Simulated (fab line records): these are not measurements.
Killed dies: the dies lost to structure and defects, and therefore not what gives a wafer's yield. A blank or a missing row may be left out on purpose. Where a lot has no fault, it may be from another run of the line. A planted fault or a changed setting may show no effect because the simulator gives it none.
fab line records	flow sky130
[record] lots = 6	wafers = 18	last-day = 50
route steps=708 shown FIELD_ISO@5 NWELL@32 DNWELL@35 PWDE@45 PAD_OPEN@708
lots that met no fault: taken from a fault-free run of the same line
start-h: hours from the record's first day to the start of the lot's first wafer shown	wait-h: hours from the lot's prior step to this one	" identical to the entry in the row above	L1.1+2: a single row standing in for several wafers	- either no value or no given start	* or withheld: withheld	< > ~ a bound
route shown NAME@n: names a module that has steps shown in the file, with the first one's number in the route	usual: mean/standard deviation of fault-free wafers	same: alike in all rows	chamber/n: place in a boat	sites: readings site by site	_std_site: standard deviation across them	_edge_site: the outer-site mean with the inner-site mean subtracted	radius-mm: how far each site lies from the wafer's centre	mask NAME#n: copy n	behind: the tool/chamber that last shaped the wafer	hold: cause of the lot's hold/its duration in hours/its outcome	device: which transistor (n, p or np) failed to switch	end of line: tests run on the same wafers once the route is complete	where a step has no rows: the recipe by itself	killed: at the first sort, the dies lost to defects and structure; wafer yield is something else	map: shows each die of a wafer: x if killed, . if not, _ if none is there
set.NAME: the setting the step ran with; set.NAME@STEP: the setting that earlier step ran with	model.NAME: the simulator's own value behind a step, which no gauge read
lots at selected steps of the route; one table per step, one row per wafer
services: from which hour (start-h, from the record's first day; less than 0 if before it) a tool's chamber was out of use, for how many hours, and why
[[steps]]
[step SKY_FIELD_ISO_THK_MEAS_04]
[recipe] reads = Si3N4_of_FIELD_ISO_CVD_03
[usual] FIELD_ISO_CVD_03_THK = 165.4/1.6
lot.wafer	tool	chamber	start-h	wait-h	FIELD_ISO_CVD_03_THK[nm]
L372.4	film-metro-01	-	24.55	0.0	166.1
L372.5	"	-	"	"	164.4
L372.6	"	-	"	"	164.2
L376.3	film-metro-04	-	45.97	0.0	168.9
L376.5	"	-	"	"	169.7
L376.6	"	-	"	"	167.8
L381.1	film-metro-01	-	69.27	0.0	165.2
L381.2	"	-	"	"	165.7
L381.4	"	-	"	"	165.4
L388.3	film-metro-01	-	104.93	0.0	165.5
L388.4	"	-	"	"	166.0
L388.5	"	-	"	"	163.5
L389.2	film-metro-04	-	108.49	0.0	165.2
L389.4	"	-	"	"	163.5
L389.5	"	-	"	"	164.7
L393.2	film-metro-04	-	130.38	0.0	167.7
L393.4	"	-	"	"	166.6
L393.5	"	-	"	"	165.3
[step SKY_FIELD_ISO_DEHYDRATE_05]
[recipe] temp-c = 200	time-s = 60
[step SKY_FIELD_ISO_HMDS_06]
[recipe] prime-time-s = 60	prime-temp-c = 120
[step SKY_FIELD_ISO_COAT_07]
[recipe] resist = BARC	temp-c = withheld	time-s = withheld	spin-rpm = 3000	resist-thk-nm = 60
[step SKY_FIELD_ISO_COAT_08]
[recipe] resist = KrF-thick	spin-rpm = 3000	resist-thk-nm = 450
[step SKY_FIELD_ISO_SOFTBAKE_09]
[recipe] temp-c = 100	time-s = 90	resist = KrF-thick
[step SKY_FIELD_ISO_EXPOSE_10]
[recipe] mask-id = FOM	na = 0.68	source-shape = annular	sigma-inner = 0.4	sigma-outer = 0.8	target-cd-nm = 150	dose-mj = 28
[step SKY_FIELD_ISO_PEB_11]
[recipe] peb-temp-c = withheld	peb-time-s = withheld	resist = KrF-thick
[step SKY_FIELD_ISO_DEVELOP_12]
[recipe] develop-time-s = 60	resist = KrF-thick	dev-temp-c = 21
[step SKY_FIELD_ISO_CD_MEAS_13]
[recipe] target-cd-nm = 150
[usual] cd-nm = 150.1/1.4
lot.wafer	tool	chamber	start-h	wait-h	cd-nm
L372.4	cd-sem-02	-	38.52	-	151.5
L372.5	"	-	"	"	151.0
L372.6	"	-	"	"	150.5
L376.3	cd-sem-01	-	61.13	-	148.4
L376.5	"	-	"	"	149.7
L376.6	"	-	"	"	150.0
L381.1	cd-sem-02	-	85.71	-	152.9
L381.2	"	-	"	"	153.5
L381.4	"	-	"	"	153.1
L388.3	cd-sem-01	-	122.86	-	150.3
L388.4	"	-	"	"	150.6
L388.5	"	-	"	"	149.8
L389.2	cd-sem-02	-	126.79	-	151.3
L389.4	"	-	"	"	151.8
L389.5	"	-	"	"	149.5
L393.2	cd-sem-02	-	149.69	-	149.2
L393.4	"	-	"	"	148.3
L393.5	"	-	"	"	151.0
[step SKY_FIELD_ISO_ETCH_14]
[recipe] chemistry = N2/H2	target = BARC	ion-energy-ev = 200	source-w = 500	bias-w = 100	pressure-mtorr = 30	n2-flow-sccm = 100	h2-flow-sccm = 200	stop-on = SiO2	time-s = 45.9	target-depth-a = 600
[usual] drypump-motor-current-A = 5.4/0.5	oes-product-au = 0.854/0.0047	throttle-valve-pct = 13.225/0.0085
lot.wafer	tool	chamber	start-h	wait-h	drypump-motor-current-A	oes-product-au	rf-hours-counter-h	throttle-valve-pct
L372.4	rie-diel-01	3	38.58	0.0	6.0	0.859	164	13.231
L372.5	"	2	"	"	5.3	0.850	-	13.225
L372.6	"	1	"	"	6.5	0.853	-	13.222
L376.3	rie-diel-01	2	61.21	0.1	5.3	0.848	75	13.238
L376.5	"	1	"	"	6.4	0.848	-	13.220
L376.6	"	0	"	"	5.2	0.855	-	13.205
L381.1	rie-diel-02	1	85.83	0.1	6.3	0.849	83	13.221
L381.2	"	2	"	"	5.2	0.849	139	13.207
L381.4	"	3	"	"	5.2	0.852	46	13.212
L388.3	rie-diel-01	1	122.97	0.1	6.4	0.854	-	13.223
L388.4	"	0	"	"	5.2	0.846	-	13.226
L388.5	"	0	"	"	5.2	0.857	-	13.206
L389.2	rie-diel-02	3	126.89	0.1	5.2	0.854	46	13.240
L389.4	"	2	"	"	5.3	0.851	140	13.227
L389.5	"	1	"	"	6.3	0.852	-	13.211
L393.2	rie-diel-04	3	149.79	0.1	4.8	0.855	106	13.226
L393.4	"	2	"	"	5.5	0.851	34	13.217
L393.5	"	1	"	"	5.2	0.843	-	13.230
[step SKY_FIELD_ISO_ETCH_15]
[recipe] chemistry = CHF3/O2	target-depth-nm = 180	stop-on = Si	source-w = 600	bias-w = 200	pressure-mtorr = 40	chf3-flow-sccm = 50	O2_flow_sccm = 5	time-s = 72
[usual] drypump-motor-current-A = 5.4/0.5	oes-product-au = 0.946/0.0067	throttle-valve-pct = 8.845/0.0088
lot.wafer	tool	chamber	start-h	wait-h	drypump-motor-current-A	oes-product-au	rf-hours-counter-h	throttle-valve-pct
L372.4	rie-diel-01	3	38.62	0.0	6.0	0.953	164	8.850
L372.5	"	2	"	"	5.3	0.935	-	8.856
L372.6	"	1	"	"	6.4	0.948	-	8.842
L376.3	rie-diel-01	2	61.25	0.0	5.3	0.958	75	8.866
L376.5	"	1	"	"	6.5	0.969	-	8.827
L376.6	"	0	"	"	5.1	0.953	-	8.838
L381.1	rie-diel-02	1	85.87	0.0	6.3	0.942	83	8.840
L381.2	"	2	"	"	5.2	0.951	139	8.851
L381.4	"	3	"	"	5.2	0.954	46	8.835
L388.3	rie-diel-01	1	123.04	0.0	6.5	0.948	-	8.855
L388.4	"	0	"	"	5.1	0.950	-	8.834
L388.5	"	0	"	"	5.1	0.943	-	8.856
L389.2	rie-diel-02	3	126.94	0.0	5.2	0.945	46	8.843
L389.4	"	2	"	"	5.3	0.941	140	8.850
L389.5	"	1	"	"	6.3	0.950	-	8.850
L393.2	rie-diel-04	3	149.84	0.0	4.8	0.952	106	8.867
L393.4	"	2	"	"	5.5	0.950	34	8.836
L393.5	"	1	"	"	5.3	0.944	-	8.835
[step SKY_FIELD_ISO_STRIP_16]
[recipe] chemistry = O2/N2	power-w = 1400	pressure-mtorr = 1500	platen-temp-c = withheld	o2-flow-sccm = 3000	n2-flow-sccm = 300	overash-fraction = 0.5
[usual] drypump-motor-current-A = 6.0/0.55	oes-product-au = 0.378/0.0052	strip-time-to-endpoint-s = 3.55/0.038
lot.wafer	tool	chamber	start-h	wait-h	drypump-motor-current-A	oes-product-au	rf-hours-counter-h	strip-time-to-endpoint-s
L372.4	plasma-asher-01	1	38.71	0.1	5.8	0.376	-	3.62
L372.5	"	0	"	"	6.6	0.383	-	3.58
L372.6	"	1	"	"	5.8	0.383	-	3.54
L376.3	plasma-asher-02	0	61.34	0.1	5.0	0.382	-	3.56
L376.5	"	0	"	"	4.9	0.379	-	3.58
L376.6	"	1	"	"	6.1	0.382	-	3.60
L381.1	plasma-asher-02	0	85.92	0.0	5.0	0.383	27	3.56
L381.2	"	1	"	"	6.1	0.381	27	3.53
L381.4	"	1	"	"	6.0	0.381	-	3.60
L388.3	plasma-asher-01	0	123.13	0.1	6.6	0.380	-	3.56
L388.4	"	1	"	"	5.8	0.376	-	3.59
L388.5	"	1	"	"	5.8	0.383	-	3.60
L389.2	plasma-asher-01	0	126.99	0.0	6.7	0.382	1	3.57
L389.4	"	0	"	"	6.7	0.368	-	3.49
L389.5	"	1	"	"	5.8	0.380	-	3.54
L393.2	plasma-asher-04	0	149.89	0.0	6.6	0.374	46	3.50
L393.4	"	1	"	"	5.8	0.375	-	3.55
L393.5	"	0	"	"	6.6	0.386	-	3.58
[step SKY_FIELD_ISO_ETCH_17]
[recipe] target-depth-a = 3420	mask-material = Si3N4	chemistry = HBr/Cl2/O2	target = Si	taper-deg = 5	icp-w = 600	bias-w = 150	pressure-mtorr = 15	HBr_flow_sccm = 150	Cl2_flow_sccm = 40	O2_flow_sccm = 6	time-s = 97.7
[usual] drypump-motor-current-A = 5.7/0.53	oes-product-au = 0.996/0.01	throttle-valve-pct = 25.658/0.011
lot.wafer	tool	chamber	start-h	wait-h	drypump-motor-current-A	oes-product-au	rf-hours-counter-h	throttle-valve-pct
L372.4	rie-si-01	1	38.77	0.0	6.1	0.999	143	25.667
L372.5	"	2	"	"	5.1	0.998	-	25.655
L372.6	"	3	"	"	6.1	0.988	-	25.682
L376.3	rie-si-01	0	61.41	0.0	6.6	0.992	63	25.661
L376.5	"	1	"	"	6.1	0.992	-	25.652
L376.6	"	0	"	"	6.6	0.996	-	25.685
L381.1	rie-si-01	0	86.02	0.1	6.7	0.996	63	25.662
L381.2	"	2	"	"	5.1	1.006	117	25.643
L381.4	"	1	"	"	6.1	1.003	143	25.655
L388.3	rie-si-01	3	123.19	0.0	6.1	0.982	47	25.653
L388.4	"	0	"	"	6.6	0.976	-	25.677
L388.5	"	3	"	"	6.1	0.972	-	25.656
L389.2	rie-si-02	2	127.09	0.1	5.8	0.991	12	25.650
L389.4	"	1	"	"	5.8	1.013	4	25.645
L389.5	"	3	"	"	4.9	1.014	-	25.659
L393.2	rie-si-01	1	149.99	0.1	6.1	0.991	0	25.681
L393.4	"	3	"	"	6.1	0.983	47	25.671
L393.5	"	2	"	"	5.2	0.988	-	25.655
[step SKY_FIELD_ISO_WET_ETCH_18]
[recipe] chemistry = H3PO4	target-depth-nm = 25	temp-c = 160	target = Si3N4	time-s = 286
[step SKY_FIELD_ISO_CLEAN_19]
[recipe] chemistry = SC1/SC2	mix = 1:4:20	temp-c = 70	time-s = 150
[step SKY_FIELD_ISO_CLEAN_20]
[recipe] chemistry = dHF	time-s = 20	dilution = 100:1
[step SKY_FIELD_ISO_WET_ETCH_21]
[recipe] chemistry = dHF	dilution = 100:1	target-depth-nm = 20	dry = ipa-marangoni	target = SiO2	temp-c = 25	time-s = 400
[step SKY_FIELD_ISO_OXIDATION_22]
[recipe] temp-c = 950	ambient = O2	stabilise-s = 600	purge-s = 300	target-thk-a = 100	ox-time-s = 623
[step SKY_FIELD_ISO_THK_MEAS_23]
[recipe] reads = SiO2_of_FIELD_ISO_OXIDATION_22
[usual] FIELD_ISO_OXIDATION_01_THK = 9.90/0.16
lot.wafer	tool	chamber	start-h	wait-h	FIELD_ISO_OXIDATION_01_THK[nm]
L372.4	film-metro-04	-	41.85	0.0	9.97
L372.5	"	-	"	"	10.00
L372.6	"	-	"	"	10.15
L376.3	film-metro-01	-	62.99	0.0	9.85
L376.5	"	-	"	"	9.92
L376.6	"	-	"	"	9.97
L381.1	film-metro-04	-	88.01	0.0	9.94
L381.2	"	-	"	"	10.07
L381.4	"	-	"	"	9.88
L388.3	film-metro-01	-	125.29	0.0	9.75
L388.4	"	-	"	"	9.74
L388.5	"	-	"	"	9.53
L389.2	film-metro-02	-	129.64	0.0	9.87
L389.4	"	-	"	"	9.96
L389.5	"	-	"	"	9.99
L393.2	film-metro-02	-	156.30	0.0	9.99
L393.4	"	-	"	"	10.01
L393.5	"	-	"	"	9.75
[step SKY_FIELD_ISO_CVD_24]
[recipe] material = SiO2	target-thk-nm = 595	temp-c = 650	sigma-open-frac = 0.3	time-s = 99.2	sih4-flow-sccm = 60	pressure-mtorr = 6
[step SKY_FIELD_ISO_THK_MEAS_25]
[recipe] reads = SiO2_of_FIELD_ISO_CVD_24
[usual] FIELD_ISO_CVD_24_THK = 595/8.5
lot.wafer	tool	chamber	start-h	wait-h	FIELD_ISO_CVD_24_THK[nm]
L372.4	film-metro-01	-	41.98	0.0	583
L372.5	"	-	"	"	585
L372.6	"	-	"	"	587
L376.3	film-metro-02	-	63.12	0.1	593
L376.5	"	-	"	"	601
L376.6	"	-	"	"	603
L381.1	film-metro-01	-	88.14	0.0	600
L381.2	"	-	"	"	586
L381.4	"	-	"	"	587
L388.3	film-metro-04	-	125.42	0.1	600
L388.4	"	-	"	"	600
L388.5	"	-	"	"	599
L389.2	film-metro-01	-	129.77	0.0	598
L389.4	"	-	"	"	609
L389.5	"	-	"	"	599
L393.2	film-metro-04	-	156.43	0.0	586
L393.4	"	-	"	"	598
L393.5	"	-	"	"	587
[step SKY_FIELD_ISO_ANNEAL_26]
[recipe] temp-c = 1000	time-s = 1800	ambient = N2
[step SKY_FIELD_ISO_CMP_27]
[recipe] stop-on = Si3N4	t-overpolish-s = 16	down-force-psi = 4	platen-rpm = 60	target-thk-nm = 457.8	pad-velocity-m-s = 0.94248
[usual] motor-current-A = 12.4/1.4	overpolish-run-s = 16.002/0.0098	platen-rpm = 60.00/0.041	time-to-endpoint-s = 112/5
lot.wafer	tool	chamber	start-h	wait-h	motor-current-A	overpolish-run-s	platen-rpm	time-to-endpoint-s
L372.4	cmp-02	2	44.72	0.0	11.1	16.005	60.06	105
L372.5	"	2	"	"	11.2	15.999	60.03	104
L372.6	"	3	"	"	10.5	15.994	60.05	106
L376.3	cmp-02	0	64.71	0.1	13.6	16.000	59.99	104
L376.6	"	3	"	"	10.6	16.009	60.02	107
L376.5	"	0	"	"	13.2	15.995	59.98	107
L381.2	cmp-02	0	90.39	0.0	13.2	16.000	60.06	107
L381.4	"	2	"	"	11.0	16.010	60.06	107
L381.1	"	3	"	"	10.4	16.006	59.97	108
L388.3	cmp-01	2	127.89	0.1	13.9	15.993	60.00	111
L388.4	"	0	"	"	14.3	15.999	60.00	112
L388.5	"	2	"	"	15.0	15.998	60.00	107
L389.4	cmp-02	1	132.27	0.0	12.5	15.996	59.97	121
L389.2	"	0	"	"	13.5	15.971	59.99	111
L389.5	"	1	"	"	11.9	16.008	59.98	120
L393.2	cmp-02	0	159.41	0.1	13.8	16.017	59.97	110
L393.4	"	2	"	"	11.5	15.997	59.99	110
L393.5	"	3	"	"	10.2	15.986	60.01	112
[step SKY_FIELD_ISO_WET_ETCH_28]
[recipe] chemistry = dHF	target-depth-nm = 23.7	target = SiO2	dilution = 10:1	temp-c = 25	time-s = 47
[step SKY_FIELD_ISO_WET_ETCH_29]
[recipe] chemistry = H3PO4	target-depth-nm = 160	target = Si3N4	temp-c = 160	time-s = 1825
[step SKY_FIELD_ISO_WET_ETCH_30]
[recipe] chemistry = dHF	target-depth-nm = 25	target = SiO2	dilution = 10:1	temp-c = 25	time-s = 50
[step SKY_NWELL_CLEAN_00]
[recipe] chemistry = SC1/SC2	mix = 1:4:20	temp-c = 70	time-s = 150	dry = n2-spin
[step SKY_NWELL_OXIDATION_01]
[recipe] temp-c = 900	ambient = O2	stabilise-s = 600	purge-s = 300	target-thk-a = 100	ox-time-s = 1418
[step SKY_NWELL_THK_MEAS_02]
[recipe] reads = SiO2_of_NWELL_OXIDATION_01
[usual] NWELL_OXIDATION_THK = 9.93/0.16
lot.wafer	tool	chamber	start-h	wait-h	NWELL_OXIDATION_THK[nm]
L372.4	film-metro-04	-	47.53	0.0	9.52
L372.5	"	-	"	"	9.91
L372.6	"	-	"	"	9.61
L376.3	film-metro-03	-	68.05	0.0	10.12
L376.5	"	-	"	"	10.20
L376.6	"	-	"	"	10.13
L381.1	film-metro-02	-	93.83	0.0	9.87
L381.2	"	-	"	"	9.87
L381.4	"	-	"	"	9.97
L388.3	film-metro-04	-	130.79	0.0	9.99
L388.4	"	-	"	"	10.15
L388.5	"	-	"	"	10.08
L389.2	film-metro-03	-	135.04	0.0	9.87
L389.4	"	-	"	"	9.77
L389.5	"	-	"	"	9.74
L393.2	film-metro-04	-	163.71	0.1	9.76
L393.4	"	-	"	"	10.08
L393.5	"	-	"	"	9.85
[step SKY_DNWELL_DEHYDRATE_00]
[recipe] temp-c = 200	time-s = 60
[step SKY_DNWELL_HMDS_01]
[recipe] prime-time-s = 60	prime-temp-c = 120
[step SKY_DNWELL_COAT_02]
[recipe] spin-rpm = 2000	resist-thk-nm = 3000
[step SKY_DNWELL_SOFTBAKE_03]
[recipe] temp-c = 110	time-s = withheld
[step SKY_DNWELL_EXPOSE_04]
[recipe] mask-id = DNM	na = 0.57	target-cd-nm = 3000	dose-mj = 222
[step SKY_DNWELL_PEB_05]
[recipe] temp-c = 115	time-s = withheld
[step SKY_DNWELL_DEVELOP_06]
[recipe] wall-angle-deg = 90	developer = TMAH	develop-time-s = 60	dev-temp-c = 23
[step SKY_DNWELL_IMPLANT_07]
[recipe] species = P	energy-kev = withheld	dose-cm2 = withheld	tilt-deg = withheld
[step SKY_DNWELL_STRIP_08]
[recipe] chemistry = O2/N2	power-w = 1400	pressure-mtorr = 1500	platen-temp-c = withheld	o2-flow-sccm = 3000	n2-flow-sccm = 300	overash-fraction = 0.5
[usual] drypump-motor-current-A = 6.0/0.49	oes-product-au = 0.722/0.0045	strip-time-to-endpoint-s = 36.92/0.11
lot.wafer	tool	chamber	start-h	wait-h	drypump-motor-current-A	oes-product-au	rf-hours-counter-h	strip-time-to-endpoint-s
L372.4	plasma-asher-03	0	64.19	0.1	6.0	0.725	-	36.90
L372.5	"	0	"	"	5.9	0.725	-	36.99
L372.6	"	1	"	"	6.2	0.723	-	36.92
L376.3	plasma-asher-01	0	84.56	0.1	6.6	0.712	-	36.90
L376.5	"	0	"	"	6.6	0.721	-	36.88
L376.6	"	1	"	"	5.8	0.720	-	36.99
L381.1	plasma-asher-03	1	111.71	0.1	6.2	0.724	42	36.89
L381.2	"	0	"	"	6.0	0.722	42	36.99
L381.4	"	1	"	"	6.2	0.722	-	37.03
L388.3	plasma-asher-02	1	150.04	0.1	6.1	0.721	-	36.93
L388.4	"	0	"	"	5.0	0.726	-	36.85
L388.5	"	1	"	"	6.0	0.711	-	36.94
L389.2	plasma-asher-01	1	154.28	0.1	5.8	0.725	4	37.00
L389.4	"	1	"	"	5.8	0.723	-	36.90
L389.5	"	1	"	"	5.8	0.728	-	36.89
L393.2	plasma-asher-01	1	184.16	0.1	5.8	0.719	7	36.69
L393.4	"	0	"	"	6.6	0.723	-	36.84
L393.5	"	1	"	"	5.8	0.720	-	36.77
[step SKY_DNWELL_TW_MEAS_09]
[usual] DNWELL_TW = 1120/17
lot.wafer	tool	chamber	start-h	wait-h	DNWELL_TW
L372.4	film-metro-02	-	64.29	0.1	1110
L372.5	"	-	"	"	1105
L372.6	"	-	"	"	1116
L376.3	film-metro-04	-	84.65	0.1	1140
L376.5	"	-	"	"	1145
L376.6	"	-	"	"	1146
L381.1	film-metro-02	-	111.81	0.1	1095
L381.2	"	-	"	"	1101
L381.4	"	-	"	"	1091
L388.3	film-metro-03	-	150.13	0.1	1123
L388.4	"	-	"	"	1125
L388.5	"	-	"	"	1130
L389.2	film-metro-04	-	154.39	0.1	1130
L389.4	"	-	"	"	1137
L389.5	"	-	"	"	1128
L393.2	film-metro-03	-	184.27	0.1	1112
L393.4	"	-	"	"	1122
L393.5	"	-	"	"	1115
[step SKY_PWDE_DEHYDRATE_00]
[recipe] temp-c = 200	time-s = 60
[step SKY_PWDE_HMDS_01]
[recipe] prime-time-s = 60	prime-temp-c = 120
[step SKY_PAD_OPEN_PROBE_99]
[usual] killed_at_M0_to_M3 = 44/7.4	killed_at_M4_up = 3.0/1.8	killed-at-contacts = 24/5.1	killed-at-front-end = 15/4.3	killed-at-other = 0.3/0.54	killed-dies = 86/9.9	killed-on-rim = 17/3.9	killed-open = 47/7.1	killed-short = 38/6.7
[same] gross-dies = 492	killed-at-back-side = 0
lot.wafer	tool	chamber	start-h	wait-h	killed_at_M0_to_M3	killed_at_M4_up	killed-at-contacts	killed-at-front-end	killed-at-other	killed-dies	killed-on-rim	killed-open	killed-short
L372.4	prober-01	-	1097.44	0.2	44	3	23	14	0	84	14	53	31
L372.5	prober-01	-	1097.49	0.2	44	2	17	16	0	79	15	31	48
L372.6	prober-01	-	1097.54	0.2	34	0	31	9	0	74	13	33	41
L376.3	prober-01	-	1118.70	0.2	44	0	22	8	0	74	10	47	27
L376.5	prober-01	-	1118.80	0.2	39	2	23	15	2	81	9	44	37
L376.6	prober-01	-	1118.85	0.2	42	2	23	8	1	76	12	46	30
L381.1	prober-01	-	1149.48	0.1	34	10	30	14	0	88	19	46	42
L381.2	prober-01	-	1149.53	0.1	47	4	24	18	0	93	14	53	40
L381.4	prober-01	-	1149.63	0.2	47	6	21	6	0	80	15	41	39
L388.3	prober-02	-	1179.93	0.2	44	4	27	62	0	137	34	54	39
L388.4	prober-02	-	1179.98	0.2	52	4	27	51	0	134	32	47	44
L388.5	prober-02	-	1180.03	0.2	37	4	27	53	0	121	30	45	35
L389.2	prober-01	-	1191.09	0.1	51	1	16	67	0	135	26	34	52
L389.4	prober-01	-	1191.19	0.2	66	1	16	64	0	147	31	52	48
L389.5	prober-01	-	1191.24	0.2	42	3	24	49	0	118	27	39	41
// killed by level:class
L372.4 VIA1:geometric-particle:open=10 VIA3:geometric-particle:open=10 VIA2:geometric-particle:open=9 CONTACT:geometric-particle:open=7 LOCAL_INTERCONNECT:geometric-particle:short=5 CONTACT:geometric-particle:short=5 POLY_GATE:geometric-particle:open=4 POLY_GATE:geometric-particle:short=3
L372.5 FIELD_ISO:geometric-particle:short=8 LI_CONTACT:geometric-particle:open=8 METAL2:geometric-particle:short=7 VIA3:geometric-particle:open=6 METAL1:geometric-particle:short=5 VIA1:geometric-particle:open=5 VIA2:geometric-particle:open=5 VIA2:geometric-particle:short=5
L372.6 LI_CONTACT:geometric-particle:open=12 VIA3:geometric-particle:short=7 METAL1:geometric-particle:short=6 CONTACT:geometric-particle:short=5 LI_CONTACT:geometric-particle:short=5 CONTACT:geometric-particle:open=5 LOCAL_INTERCONNECT:geometric-particle:short=4 METAL2:geometric-particle:short=4
L376.3 VIA3:geometric-particle:open=10 VIA1:geometric-particle:open=9 CONTACT:geometric-particle:open=8 CONTACT:geometric-particle:short=7 VIA1:geometric-particle:short=5 VIA2:geometric-particle:open=5 LI_CONTACT:geometric-particle:open=4 METAL1:geometric-particle:short=4
L376.5 CONTACT:geometric-particle:open=10 LI_CONTACT:geometric-particle:open=10 METAL1:geometric-particle:short=8 VIA1:geometric-particle:open=7 METAL2:geometric-particle:short=6 POLY_GATE:geometric-particle:open=4 VIA2:geometric-particle:short=4 VIA2:geometric-particle:open=4
L376.6 VIA1:geometric-particle:open=10 CONTACT:geometric-particle:open=9 LI_CONTACT:geometric-particle:open=8 VIA2:geometric-particle:open=8 VIA1:geometric-particle:short=5 VIA3:geometric-particle:open=5 VIA3:geometric-particle:short=4 FIELD_ISO:geometric-particle:short=3
L381.1 VIA1:geometric-particle:open=11 CONTACT:geometric-particle:open=8 METAL4:geometric-particle:short=7 LI_CONTACT:geometric-particle:open=6 CONTACT:geometric-particle:short=6 VIA2:geometric-particle:open=6 FIELD_ISO:geometric-particle:short=4 LI_CONTACT:geometric-particle:short=4
L381.2 CONTACT:geometric-particle:open=12 VIA1:geometric-particle:open=10 METAL1:geometric-particle:short=9 VIA3:geometric-particle:open=7 METAL2:geometric-particle:short=6 POLY_GATE:geometric-particle:short=5 LI_CONTACT:geometric-particle:open=5 FIELD_ISO:geometric-particle:open=4
L381.4 VIA3:geometric-particle:open=10 METAL2:geometric-particle:short=9 CONTACT:geometric-particle:open=6 VIA1:geometric-particle:open=6 VIA2:geometric-particle:open=5 LI_CONTACT:geometric-particle:open=5 VIA1:geometric-particle:short=4 CONTACT:geometric-particle:short=4
L388.3 FIELD_ISO:unspecified=44 VIA1:geometric-particle:open=12 CONTACT:geometric-particle:open=11 LI_CONTACT:geometric-particle:open=8 VIA1:geometric-particle:short=6 METAL1:geometric-particle:short=5 VIA3:geometric-particle:open=5 FIELD_ISO:geometric-particle:open=4
L388.4 FIELD_ISO:unspecified=43 VIA1:geometric-particle:open=16 LI_CONTACT:geometric-particle:open=10 VIA1:geometric-particle:short=8 METAL2:geometric-particle:short=7 CONTACT:geometric-particle:open=6 LI_CONTACT:geometric-particle:short=5 CONTACT:geometric-particle:short=5
L388.5 FIELD_ISO:unspecified=41 LI_CONTACT:geometric-particle:open=10 VIA1:geometric-particle:open=9 CONTACT:geometric-particle:open=6 VIA2:geometric-particle:open=6 VIA1:geometric-particle:short=5 VIA3:geometric-particle:open=5 CONTACT:geometric-particle:short=4
L389.2 FIELD_ISO:unspecified=49 METAL2:geometric-particle:short=10 METAL1:geometric-particle:short=7 POLY_GATE:geometric-particle:short=6 CONTACT:geometric-particle:open=6 VIA1:geometric-particle:short=6 VIA1:geometric-particle:open=6 VIA2:geometric-particle:open=6
L389.4 FIELD_ISO:unspecified=47 VIA1:geometric-particle:open=18 VIA3:geometric-particle:open=10 VIA1:geometric-particle:short=8 METAL2:geometric-particle:short=8 LI_CONTACT:geometric-particle:open=6 METAL1:geometric-particle:short=6 POLY_GATE:geometric-particle:short=5
L389.5 FIELD_ISO:unspecified=38 CONTACT:geometric-particle:open=8 VIA1:geometric-particle:short=7 METAL1:geometric-particle:short=7 VIA1:geometric-particle:open=7 METAL2:geometric-particle:short=7 LI_CONTACT:geometric-particle:open=6 LOCAL_INTERCONNECT:geometric-particle:short=6
// map L388.3 (x killed, . not)
__________x...xxxxxx_________
________......xxxxxxxx_______
______.....x..xxxxxxxxxx_____
_____xx.x.xx..x.xxxxxxxx.____
____x....x......xxxxx.xx..___
___.......x....xxxx.xx...x.__
__......x.....x.x..x.x.x.x.._
_..................xxx.....x.
_x...............x.x.x..x.x..
_.x......xx.................x
_....xx......................
_.x..xx..x.......xx..x.....xx
_.........x.........x........
_.....x........x.x...x.x....x
_......x.x.......xxxx.x....xx
__.x..x.......x.x...x...x.x._
___.....x..x.x.x....xxx...x__
____xx.......x....x...x...___
_____...x..x....x.....x.x____
______.x....x..x........_____
________...x.........._______
__________..x....x.._________
// map L389.4 (x killed, . not)
__________.....xxxxx_________
________...xxx.xxxxxxx_______
______..x......xxxxxxxxx_____
_____....x....x.xxxxxxx..____
____.x........xxxxxxxxxx..___
___x.xx..x.x...xxxxxxxxx...__
__x....xxx...x...xxx.x..x..._
_....x....x..x..xx....x..x..x
_xx.....x........x.x.xxx.....
_x.x..............xxxx.xx....
_.x..........x........x......
_.....................x.x..x.
_...x.x.x..xxx...xxx...x.....
_......x.........x........x..
_......x.............x...xxx.
__...x....x.x...........x..x_
___.........x...........x..__
____x...xx......x.x.xx....___
_____..........x.xx......____
______..x..x.....x..x.xx_____
________.xx..........x_______
__________x.....xxx._________
[[services]]
tool	chamber	start-h	hours	kind
plasma-asher-04	-	18.75	0.5	repair
cmp-02	-	31.87	0.9	repair
cmp-02	-	40.81	0.6	repair
plasma-asher-03	-	42.54	6.6	pm
plasma-asher-01	-	57.41	2.3	repair
cmp-01	-	64.00	4.0	pm
rie-diel-02	-	66.00	1.2	repair
rie-diel-01	3	67.80	9.2	repair
cmp-01	-	77.94	5.4	pm
rie-diel-04	1	90.15	18.8	repair
cmp-02	-	108.64	1.8	repair
plasma-asher-01	-	108.75	9.0	pm
rie-diel-01	3	112.35	4.7	repair
rie-diel-01	2	122.08	2.6	repair
cmp-02	-	125.12	1.4	repair
rie-diel-01	1	125.56	2.7	repair
rie-diel-01	0	127.62	6.2	repair
rie-diel-01	-	138.59	2.8	pm
plasma-asher-03	-	144.88	0.7	repair
plasma-asher-02	-	155.12	2.2	repair
plasma-asher-03	-	156.42	13.1	repair
rie-diel-02	0	166.65	17.3	repair
plasma-asher-03	-	168.40	0.4	repair
rie-diel-01	3	169.72	1.6	repair
[[key]]
[first-sign] step = SKY_PAD_OPEN_PROBE_99	reading = killed-at-front-end	direction = up	sigmas = 9.9	usual = 15	struck = 58
[effect] step = SKY_PAD_OPEN_PROBE_99	reading = killed-dies	direction = up	sigmas = 4.7	usual = 86	struck = 132
met-at SKY_FIELD_ISO_STRIP_16
struck-wafers L388.3,L388.4,L388.5,L389.2,L389.4,L389.5
tester-left-out L388,L389
onset-between 38.71 123.13
[fault] kind = chamber-particle-source	tool = plasma-asher-01	chamber = -	onset-h = 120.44	steps = SKY_FIELD_ISO_STRIP_16	rate-per-visit-cm2 = 1.0975	end-h = 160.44
// tester-left-out: of these lots the tester's yield and bins aren't shown, on N5 and GAA mostly nor the transistor test; their killed dies are dies lost to structure and defects alone, not to doping, threshold or leakage, so they don't give the yield
